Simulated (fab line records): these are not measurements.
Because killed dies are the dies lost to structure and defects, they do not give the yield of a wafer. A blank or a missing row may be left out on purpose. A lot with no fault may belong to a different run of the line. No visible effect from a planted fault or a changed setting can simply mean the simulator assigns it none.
fab line records | flow sfq-line
record lots=14 wafers=42 last-day=83
route steps=325 shown I6@266
lots that met no fault: taken from a fault-free run of the same line
start-h: the number of hours between the record's first day and the start of the first shown wafer of the lot | wait-h: time in hours since the lot's previous step | " same as the row above | L1.1+2: a row that stands for several wafers | - either no value or no given start | * or withheld: withheld | < > ~ a bound
route shown NAME@n: names a module that has steps shown in the file, with the first one's number in the route | usual: mean/standard deviation of fault-free wafers | same: alike in all rows | chamber/n: place in a boat | sites: each site's reading | _std_site: standard deviation across them | _edge_site: outer sites' mean less inner sites' | radius-mm: for every site, how far away it sits from the centre of the wafer | mask NAME#n: copy n | behind: the tool/chamber that last shaped the wafer | hold: the reason the lot was held/the length of the hold in hours/how it ended | device: names the non-switching transistor (n, p or np) | end of line: tests run on the same wafers once the route is complete | a step given without rows: its recipe and nothing more | killed: dies that structure and defects cost at the first sort, which is not the same as the wafer's yield | map: a wafer's dies, marking killed ones x, the rest . and places with no die _
set.NAME: the setting the step ran with; set.NAME@STEP: the setting that earlier step ran with | model.NAME: the simulator's own value behind a step, which no gauge read
steps of the route over a sample of lots; a table a step, a row a wafer
services: a tool's chamber out of use, with start hour (start-h, from the record's first day; less than 0 if before it), hours out, and reason
## steps
# step SFQ_TRILAYER_I6_DEP_PECVD_165
# recipe material=SiO2 temp-c=150 time-s=111.11 pressure-torr=2.4 rf-w=183.3 precursor=SiH4/N2O target-thk-nm=500
# usual chamber-pressure-Torr=2.400/0.0055 heater-power-w=82/17 rf-fwd-power-W=182.5/0.58 showerhead-vpp-V=823/32 throttle-valve-pct=24.0/1.1
# same time-s=111.11
# columns lot.wafer tool chamber start-h wait-h chamber-pressure-Torr heater-power-w rf-fwd-power-W showerhead-vpp-V throttle-valve-pct
L629.1 pecvd-03 0 1451.58 0.0 2.404 62 183.1 827 22.8
L629.4 " 1 " " 2.396 78 182.9 779 22.7
L629.6 " 0 " " 2.402 64 182.9 835 23.1
L630.1 pecvd-04 1 1456.38 0.0 2.402 114 182.9 840 24.0
L630.2 " 0 " " 2.401 60 183.0 908 23.9
L630.4 " 0 " " 2.398 63 182.4 896 23.9
L632.3 pecvd-03 0 1462.64 0.0 2.387 52 182.9 839 22.8
L632.4 " 2 " " 2.395 62 182.4 810 23.2
L632.5 " 0 " " 2.403 54 181.9 838 23.0
L633.4 pecvd-04 0 1464.82 0.0 2.405 62 181.5 892 23.8
L633.5 " 2 " " 2.405 98 181.3 810 23.8
L633.6 " 1 " " 2.407 118 183.7 854 24.1
L634.2 pecvd-01 2 1467.44 0.0 2.396 76 182.0 802 25.5
L634.3 " 2 " " 2.391 78 181.6 790 25.4
L634.5 " 2 " " 2.394 79 182.5 797 25.4
L638.1 pecvd-01 2 1652.65 0.0 2.398 77 181.5 809 25.5
L638.3 " 0 " " 2.400 86 182.6 849 25.8
L638.6 " 1 " " 2.396 87 182.6 829 26.3
L639.2 pecvd-04 1 1655.05 0.0 2.401 125 183.7 846 24.9
L639.4 " 0 " " 2.394 62 182.5 888 24.1
L639.6 " 2 " " 2.394 98 183.7 806 24.2
L640.4 pecvd-03 2 1658.69 0.0 2.396 71 182.4 810 23.6
L640.5 " 1 " " 2.407 86 182.6 772 22.9
L640.6 " 0 " " 2.403 61 181.3 840 22.9
L641.3 pecvd-03 2 1697.15 0.0 2.405 73 182.5 795 23.9
L641.5 " 1 " " 2.401 69 183.1 767 22.9
L641.6 " 2 " " 2.398 75 183.6 786 23.5
L642.2 pecvd-04 1 1699.57 0.0 2.399 124 182.3 849 24.9
L642.3 " 2 " " 2.402 101 183.2 812 24.4
L642.4 " 0 " " 2.409 56 182.5 890 24.5
L643.4 pecvd-01 1 1733.47 0.0 2.391 84 182.3 833 24.0
L643.5 " 0 " " 2.402 89 183.0 834 23.6
L643.6 " 2 " " 2.400 88 182.6 795 22.7
L644.1 pecvd-03 0 1748.75 0.0 2.398 54 182.2 839 23.1
L644.4 " 1 " " 2.393 83 182.9 779 22.9
L644.6 " 2 " " 2.397 69 182.7 793 23.6
L648.2 pecvd-03 2 1769.66 0.0 2.403 103 108.3 609 23.8
L648.3 " 0 " " 2.402 87 109.1 649 23.5
L648.5 " 0 " " 2.406 88 108.7 652 23.4
L652.1 pecvd-03 1 1804.08 0.0 2.389 113 110.3 606 23.3
L652.3 " 2 " " 2.395 103 108.0 614 24.0
L652.4 " 1 " " 2.397 97 109.7 607 23.1
# step SFQ_TRILAYER_I6_CMP_CMP_166
# recipe material=SiO2 down-force-psi=3 platen-rpm=60 pad-velocity-m-s=0.94248
# usual motor-current-A=10.0/0.87 retaining-ring-pressure-frac=1.000/0.0048 time-to-endpoint-s=214/9.1
# columns lot.wafer tool chamber start-h wait-h motor-current-A retaining-ring-pressure-frac time-to-endpoint-s
L629.1 cmp-01 0 1455.58 4.0 10.0 1.000 205
L629.4 " 1 " " 12.0 1.005 219
L629.6 " 3 1457.08 5.4 9.6 0.995 225
L630.2 cmp-02 1 1456.47 0.1 8.6 1.002 233
L630.4 " 3 1457.55 1.1 9.5 1.005 224
L630.1 " 0 " " 9.6 1.002 217
L632.4 cmp-02 3 1462.72 0.0 9.6 0.997 223
L632.3 " 0 " " 9.0 0.995 203
L632.5 " 3 1464.72 2.0 9.9 1.006 221
L633.4 cmp-01 0 1466.36 1.5 10.7 1.003 214
L633.5 " 1 " " 11.5 1.001 207
L633.6 " 2 " " 9.3 0.997 206
L634.3 cmp-02 1 1468.06 0.5 9.1 0.996 226
L634.2 " 2 " " 10.7 1.008 204
L634.5 " 0 1469.56 2.0 9.4 1.000 219
L638.3 cmp-01 2 1653.23 0.5 9.6 0.995 203
L638.1 " 3 " " 10.3 1.004 217
L638.6 " 1 1654.73 2.0 12.1 0.995 214
L639.4 cmp-02 3 1655.63 0.5 9.7 0.989 220
L639.2 " 0 " " 9.4 1.000 209
L639.6 " 2 1657.13 2.0 10.1 0.994 210
L640.4 cmp-01 0 1660.23 1.5 9.9 0.997 216
L640.5 " 1 " " 11.1 0.999 214
L640.6 " 2 " " 9.5 1.001 207
L641.3 cmp-02 1 1698.23 1.0 9.2 1.005 227
L641.6 " 3 1699.23 2.0 10.0 0.996 234
L641.5 " 0 " " 9.1 1.001 229
L642.3 cmp-01 0 1699.65 0.0 10.5 0.994 213
L642.2 " 1 " " 11.8 1.004 208
L642.4 " 2 " " 9.8 1.005 218
L643.4 cmp-02 0 1734.01 0.5 9.7 0.998 215
L643.6 " 3 1735.51 2.0 9.5 1.010 216
L643.5 " 0 " " 9.7 0.999 203
L644.4 cmp-02 3 1749.33 0.5 10.3 0.995 226
L644.1 " 1 1750.33 1.5 9.2 1.003 217
L644.6 " 3 1751.33 2.5 10.0 1.000 228
L648.2 cmp-01 0 1769.83 0.1 10.6 1.003 151
L648.3 " 1 " " 11.7 1.005 153
L648.5 " 0 1771.83 2.1 10.0 0.998 156
L652.3 cmp-01 2 1804.15 0.0 9.2 0.989 151
L652.4 " 0 1805.15 1.0 10.6 1.005 163
L652.1 " 1 " " 11.7 0.998 150
## services
# columns tool chamber start-h hours kind
cmp-02 - 1432.11 2.4 repair
cmp-02 - 1434.47 4.0 pm
pecvd-01 0 1454.47 14.7 repair
pecvd-04 - 1509.31 0.7 repair
cmp-01 - 1533.59 1.1 repair
cmp-01 - 1555.65 6.5 pm
pecvd-03 - 1556.80 1.8 repair
pecvd-01 - 1563.49 1.4 repair
cmp-02 - 1595.30 0.9 repair
cmp-01 - 1598.12 4.0 pm
pecvd-03 2 1600.73 5.9 repair
pecvd-01 - 1642.55 6.0 pm
pecvd-04 0 1647.66 4.8 repair
cmp-02 - 1651.12 2.8 repair
pecvd-04 2 1681.19 4.2 repair
pecvd-03 - 1689.25 2.0 repair
cmp-01 - 1695.71 0.7 repair
pecvd-04 - 1697.64 0.6 repair
cmp-01 - 1719.16 1.9 repair
cmp-02 - 1721.09 8.8 pm
cmp-02 - 1760.87 0.9 repair
cmp-02 - 1771.89 4.4 pm
cmp-01 - 1773.54 9.3 repair
cmp-02 - 1776.27 4.0 pm
## key
first-sign step=SFQ_TRILAYER_I6_DEP_PECVD_165 reading=rf-fwd-power-W direction=down sigmas=99+ usual=182.5 struck=109.0
effect step=SFQ_TRILAYER_I6_DEP_PECVD_165 reading=showerhead-vpp-V direction=down sigmas=6.2 usual=823 struck=623
effect step=SFQ_TRILAYER_I6_CMP_CMP_166 reading=time-to-endpoint-s direction=down sigmas=6.6 usual=* struck=*
met-at SFQ_TRILAYER_I6_DEP_PECVD_165
struck-lots L648,L652
onset-between 1748.75 1769.66
fault kind=process-parameter-drift tool=pecvd-03 chamber=- onset-h=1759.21 steps=SFQ_TRILAYER_I6_DEP_PECVD_165 channel=rf-w offset=-73.32 shape=step end-h=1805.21 acts-in=these-recipes-only stated=183.3
